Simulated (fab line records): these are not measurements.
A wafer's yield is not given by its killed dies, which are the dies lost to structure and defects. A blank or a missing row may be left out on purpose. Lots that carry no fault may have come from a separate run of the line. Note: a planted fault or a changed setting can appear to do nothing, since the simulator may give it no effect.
A struck lot beside a sound one + flow sky130 + 17 steps out of a route of 708
Sound: these wafers, L604.3, L604.4, L604.6. Wafers L603.1, L603.4, L603.6 were the ones struck. The cause comes at the end.
At each step with rows: each side's tool, then ch and its chambers, then its first start. Under that, the readings that differ: sound wafers + struck wafers + difference of the means + sigmas: that difference in standard deviations of wafers without a fault.
alike: a reading whose means differ by less than 2 such deviations, as well as words and numbers matching on both sides. not compared: withheld readings; readings where some wafer has no value; bounds like >300 that might hide an equal value; numbers whose values overlap and for which the record gives no deviation.
The two part at a step that has a row with sigmas, a row that says differs or no value, or rows on one side only. Numbers that have no deviation but don't overlap get no sigmas and don't part them. A reading that every wafer of one side lacks parts them only if that side has two wafers or more.

first, 1 step without rows for these wafers: SKY_SD_P_DEVELOP_06 (develop time 60 s).
SKY_SD_P_CD_MEAS_07: target cd 380 nm.
  sound on cd sem-01, day 31 03:10; struck on cd sem-02, day 30 20:44
  alike: cd nm
SKY_SD_P_OVL_MEAS_08:
  sound on overlay-01, day 31 03:16; struck on overlay-01, day 30 20:51
  alike: SD_P_OVL
then, 1 step without rows for these wafers: SKY_SD_P_IMPLANT_09.
SKY_SD_P_STRIP_10: strips in O2/N2.
  sound on plasma asher-01 ch 0,1, day 31 03:28; struck on plasma asher-04 ch 0, day 30 21:02
| reading                     | sound       | struck      | difference | sigmas |
|-----------------------------|-------------|-------------|------------|--------|
| drypump motor current A (A) | 5.2 5.2 5.2 | 6.0 6.1 6.1 | +0.9       | +2     |
  alike: oes product au, strip time to endpoint s
  not compared: rf hours counter h
SKY_SD_P_TW_MEAS_11:
  sound on film metro-01, day 31 03:34; struck on film metro-03, day 30 21:08
  alike: SD_P_TW
then, 6 steps without rows for these wafers: SKY_RES_XHIGH_DEHYDRATE_00 (time 60 s); SKY_RES_XHIGH_HMDS_01 (prime time 60 s); SKY_RES_XHIGH_COAT_02 (resist thk 1140 nm); SKY_RES_XHIGH_SOFTBAKE_03 (time 60 s); SKY_RES_XHIGH_EXPOSE_04 (exposes mask URPM, target cd 1270 nm); SKY_RES_XHIGH_PEB_05.
SKY_RES_XHIGH_DEVELOP_06: develop time 60 s.
  struck on litho track-01, day 32 01:01; sound on litho track-03 ch 0, day 32 06:04
  no value came back on the struck wafers for chill plate temp C (C), develop time s (s); on the sound wafers chill plate temp C (C) reads 23.00 23.03 22.96
then, 1 step without rows for these wafers: SKY_RES_XHIGH_IMPLANT_07.
SKY_RES_XHIGH_STRIP_08: strips in O2/N2.
  sound on plasma asher-01 ch 0,1, day 32 06:21; struck on plasma asher-03 ch 0,1, day 32 01:19
| reading                     | sound       | struck      | difference | sigmas |
|-----------------------------|-------------|-------------|------------|--------|
| drypump motor current A (A) | 5.1 5.2 5.2 | 6.5 5.9 6.5 | +1.1       | +3     |
  alike: oes product au, strip time to endpoint s
  not compared: rf hours counter h
SKY_RES_XHIGH_TW_MEAS_09:
  sound on film metro-01, day 32 06:26; struck on film metro-04, day 32 01:25
| reading      | sound          | struck   | difference | sigmas      |
|--------------|----------------|----------|------------|-------------|
| RES_XHIGH_TW | 1668 1666 1669 | 30 30 30 | -1638      | -99 or more |
then, 1 step without rows for these wafers: SKY_SD_N_DEHYDRATE_00 (time 60 s).

== WHERE THEY PART ==
At SKY_SD_P_STRIP_10 first; at SKY_RES_XHIGH_TW_MEAS_09 last (within this record only).

WHY: the cause the simulator had injected
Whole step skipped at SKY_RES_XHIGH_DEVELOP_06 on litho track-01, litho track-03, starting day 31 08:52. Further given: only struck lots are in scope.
